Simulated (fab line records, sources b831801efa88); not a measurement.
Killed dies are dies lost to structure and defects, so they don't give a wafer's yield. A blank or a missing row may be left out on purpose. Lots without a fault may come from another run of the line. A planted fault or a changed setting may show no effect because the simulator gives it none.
Which tool did it? | flow sky130 | 12 lots, 36 wafers sampled, at 1 step of a route of 708

WHAT THE GAUGES READ, wafer by wafer
SKY_SD_P_TW_MEAS_11.
lot  | measured     | on            | SD_P_TW
L951 | day 26 03:04 | film_metro-01 | 2876 2847 2861
L953 | day 26 22:34 | film_metro-04 | 2823 2846 2835
L955 | day 27 18:06 | film_metro-02 | 2872 2849 2870
L956 | day 28 06:50 | film_metro-01 | 2845 2840 2839
L957 | day 28 13:23 | film_metro-01 | 2821 2826 2840
L958 | day 28 19:01 | film_metro-01 | 2852 2851 2854
L959 | day 29 01:18 | film_metro-01 | 2839 2853 2872
L964 | day 30 09:59 | film_metro-01 | 2857 2849 2844
L966 | day 31 09:39 | film_metro-02 | 2828 2833 2829
L967 | day 31 15:18 | film_metro-02 | 2844 2836 2842
L969 | day 32 08:35 | film_metro-02 | 2847 2832 2831
L972 | day 33 09:10 | film_metro-04 | 2843 2860 2873

WHICH TOOL RAN EACH LOT (tool, then ch and the chambers of the sampled wafers, then the start)
The record holds no process step before these readings.

WHAT THE TOOLS THEMSELVES READ (means of the sampled wafers that have a number; where no wafer has one, the mark that the record gives instead)
The record holds no such reading with a usual standard deviation.

THE ANSWER, worked out from the rows above alone
Rule: what is usual is taken from the lots themselves. Put in order of their means at a reading, lots are off if they are a third of the lots or fewer, leave a main group of 4 or more, and stand apart from it by a gap of 3 or more times the standard deviation of the main group's means; of several such gaps the widest counts. A main group whose means are all the same, to the digits that the tables above print for the reading, isn't used. A lot without any number at a reading at which 4 lots or more have one is off too. The other lots that the step has rows for count as sound. The gauges are gone through in route order, then the tools' own readings, and for those a lot's mean is taken as printed above. The first step at which some lot is off is used, and at that step the reading that is off furthest; a lot without a number counts as furthest.
No lot is off at any reading shown: from this, nothing can be told.

WHAT THE SIMULATOR HAD PUT IN
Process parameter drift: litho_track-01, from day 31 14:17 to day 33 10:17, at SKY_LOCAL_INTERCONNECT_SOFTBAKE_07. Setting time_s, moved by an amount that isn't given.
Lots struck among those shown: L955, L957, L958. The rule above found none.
